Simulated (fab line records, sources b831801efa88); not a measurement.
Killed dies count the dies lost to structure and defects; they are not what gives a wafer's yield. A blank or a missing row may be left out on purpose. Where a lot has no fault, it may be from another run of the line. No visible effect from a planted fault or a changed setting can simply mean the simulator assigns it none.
The tool behind it: which one? / flow sfq-line / Sampling: 14 lots, 40 wafers, 3 of 325 route steps

## WHAT EACH GAUGE READ, for each wafer
SFQ_L0V_OVL_MEAS_903.
lot=L170; measured=day 6 21:14; on=overlay-01; L0V_OVL (nm)=0 -4 0
lot=L171; measured=day 7 09:14; on=overlay-01; L0V_OVL (nm)=12 12 6
lot=L172; measured=day 7 13:12; on=overlay-01; L0V_OVL (nm)=-3 1 0
lot=L173; measured=day 8 06:13; on=overlay-01; L0V_OVL (nm)=8 -2 2
lot=L174; measured=day 8 17:15; on=overlay-02; L0V_OVL (nm)=1 1 -1
lot=L175; measured=day 8 22:03; on=overlay-01; L0V_OVL (nm)=-1 -5 3
lot=L176; measured=day 9 01:39; on=overlay-02; L0V_OVL (nm)=-4 2 -3
lot=L177; measured=day 9 05:15; on=overlay-02; L0V_OVL (nm)=2 -5 4
lot=L178; measured=day 9 08:51; on=overlay-01; L0V_OVL (nm)=0 0 -1
lot=L179; measured=day 9 12:51; on=overlay-02; L0V_OVL (nm)=-6 9 -2
lot=L182; measured=day 10 05:40; on=overlay-02; L0V_OVL (nm)=-4 -4 3
lot=L185; measured=day 11 04:53; on=overlay-02; L0V_OVL (nm)=-1 0
lot=L187; measured=day 12 14:22; on=overlay-02; L0V_OVL (nm)=7 5
lot=L191; measured=day 14 09:07; on=overlay-01; L0V_OVL (nm)=0 -2 -5

SFQ_M1_RS_MEAS_909: measures by four-point-probe.
lot=L170; measured=day 15 19:39; on=film-metro-03; M1_NB_RS (ohm/sq)=0.882 0.890 0.877
lot=L171; measured=day 16 21:07; on=film-metro-02; M1_NB_RS (ohm/sq)=0.879 0.872 0.884
lot=L172; measured=day 17 05:30; on=film-metro-03; M1_NB_RS (ohm/sq)=0.892 0.874 0.891
lot=L173; measured=day 18 06:42; on=film-metro-03; M1_NB_RS (ohm/sq)=0.865 0.883 0.880
lot=L174; measured=day 18 16:18; on=film-metro-04; M1_NB_RS (ohm/sq)=0.892 0.904 0.901
lot=L175; measured=day 19 03:37; on=film-metro-03; M1_NB_RS (ohm/sq)=0.890 0.878 0.886
lot=L176; measured=day 19 17:09; on=film-metro-03; M1_NB_RS (ohm/sq)=0.890 0.909 0.911
lot=L177; measured=day 19 21:45; on=film-metro-04; M1_NB_RS (ohm/sq)=0.890 0.882 0.901
lot=L178; measured=day 19 23:28; on=film-metro-04; M1_NB_RS (ohm/sq)=0.893 0.910 0.895
lot=L179; measured=day 20 15:40; on=film-metro-02; M1_NB_RS (ohm/sq)=0.894 0.880 0.884
lot=L182; measured=day 21 13:25; on=film-metro-02; M1_NB_RS (ohm/sq)=0.901 0.878 0.894
lot=L185; measured=day 23 00:57; on=film-metro-03; M1_NB_RS (ohm/sq)=0.992 0.899
lot=L187; measured=day 23 10:02; on=film-metro-03; M1_NB_RS (ohm/sq)=0.981 0.884
lot=L191; measured=day 27 04:19; on=film-metro-04; M1_NB_RS (ohm/sq)=0.889 0.892 0.892

## WHICH TOOL RAN EACH LOT (tool, then ch and the chambers of the sampled wafers, then the start)
lot=L170; SFQ_TRILAYER_M1_DEP_SPUTTER_037=pvd-sputter-03, day 15 19:34
lot=L171; SFQ_TRILAYER_M1_DEP_SPUTTER_037=pvd-sputter-03, day 16 21:01
lot=L172; SFQ_TRILAYER_M1_DEP_SPUTTER_037=pvd-sputter-03, day 17 05:25
lot=L173; SFQ_TRILAYER_M1_DEP_SPUTTER_037=pvd-sputter-03, day 18 06:37
lot=L174; SFQ_TRILAYER_M1_DEP_SPUTTER_037=pvd-sputter-05, day 18 16:13
lot=L175; SFQ_TRILAYER_M1_DEP_SPUTTER_037=pvd-sputter-04, day 19 03:32
lot=L176; SFQ_TRILAYER_M1_DEP_SPUTTER_037=pvd-sputter-03, day 19 17:04
lot=L177; SFQ_TRILAYER_M1_DEP_SPUTTER_037=pvd-sputter-04, day 19 21:40
lot=L178; SFQ_TRILAYER_M1_DEP_SPUTTER_037=pvd-sputter-03, day 19 23:23
lot=L179; SFQ_TRILAYER_M1_DEP_SPUTTER_037=pvd-sputter-04, day 20 15:35
lot=L182; SFQ_TRILAYER_M1_DEP_SPUTTER_037=pvd-sputter-03, day 21 13:18
lot=L185; SFQ_TRILAYER_M1_DEP_SPUTTER_037=pvd-sputter-03, day 23 00:52
lot=L187; SFQ_TRILAYER_M1_DEP_SPUTTER_037=pvd-sputter-03, day 23 09:56
lot=L191; SFQ_TRILAYER_M1_DEP_SPUTTER_037=pvd-sputter-05, day 27 04:13
- SFQ_TRILAYER_M1_DEP_SPUTTER_037: material Nb, target thk 200 nm, time 133.3 s.

## WHAT THE TOOLS THEMSELVES READ (means of the sampled wafers that have a number; where no wafer has one, the mark that the record gives instead)
SFQ_TRILAYER_M1_DEP_SPUTTER_037.
lot=L170; tool=pvd-sputter-03; throttle-valve-pct (%)=29.8
lot=L171; tool=pvd-sputter-03; throttle-valve-pct (%)=29.3
lot=L172; tool=pvd-sputter-03; throttle-valve-pct (%)=29.6
lot=L173; tool=pvd-sputter-03; throttle-valve-pct (%)=29.8
lot=L174; tool=pvd-sputter-05; throttle-valve-pct (%)=28.7
lot=L175; tool=pvd-sputter-04; throttle-valve-pct (%)=30.2
lot=L176; tool=pvd-sputter-03; throttle-valve-pct (%)=29.2
lot=L177; tool=pvd-sputter-04; throttle-valve-pct (%)=29.5
lot=L178; tool=pvd-sputter-03; throttle-valve-pct (%)=29.5
lot=L179; tool=pvd-sputter-04; throttle-valve-pct (%)=30.1
lot=L182; tool=pvd-sputter-03; throttle-valve-pct (%)=29.5
lot=L185; tool=pvd-sputter-03; throttle-valve-pct (%)=29.9
lot=L187; tool=pvd-sputter-03; throttle-valve-pct (%)=28.8
lot=L191; tool=pvd-sputter-05; throttle-valve-pct (%)=29.5

## THE ANSWER, worked out from the rows above alone
Rule: the usual values come from the lots themselves. Put in order of their means at a reading, lots are off if they are a third of the lots or fewer, leave a main group of 4 or more, and stand apart from it by a gap of 3 or more times the standard deviation of the main group's means; of several such gaps the widest counts. A main group whose means are all the same, to the digits that the tables above print for the reading, isn't used. Also off: a lot with no number at a reading for which 4 or more lots have one. Where the step has rows for the other lots, those lots are counted as sound. Order of review: gauges by route order, followed by the tools' own readings, for which a lot's mean as printed above is used. At the first step where some lot is off, the reading lying furthest off is the one used; lots without a number count as furthest.
Off: L185, L187, at SFQ_M1_RS_MEAS_909 (M1_NB_RS). The main group: mean 0.889 ohm/sq, standard deviation 0.0081.
A tool fits if, at a process step before that reading, it ran every lot that is off, and no sound lot after the first of them. The gauges at SFQ_M1_RS_MEAS_909 are tried like those tools. This does not decide it: 2 tools fit, namely pvd-sputter-03 at SFQ_TRILAYER_M1_DEP_SPUTTER_037 and film-metro-03 at SFQ_M1_RS_MEAS_909.

## WHAT THE SIMULATOR PUT IN
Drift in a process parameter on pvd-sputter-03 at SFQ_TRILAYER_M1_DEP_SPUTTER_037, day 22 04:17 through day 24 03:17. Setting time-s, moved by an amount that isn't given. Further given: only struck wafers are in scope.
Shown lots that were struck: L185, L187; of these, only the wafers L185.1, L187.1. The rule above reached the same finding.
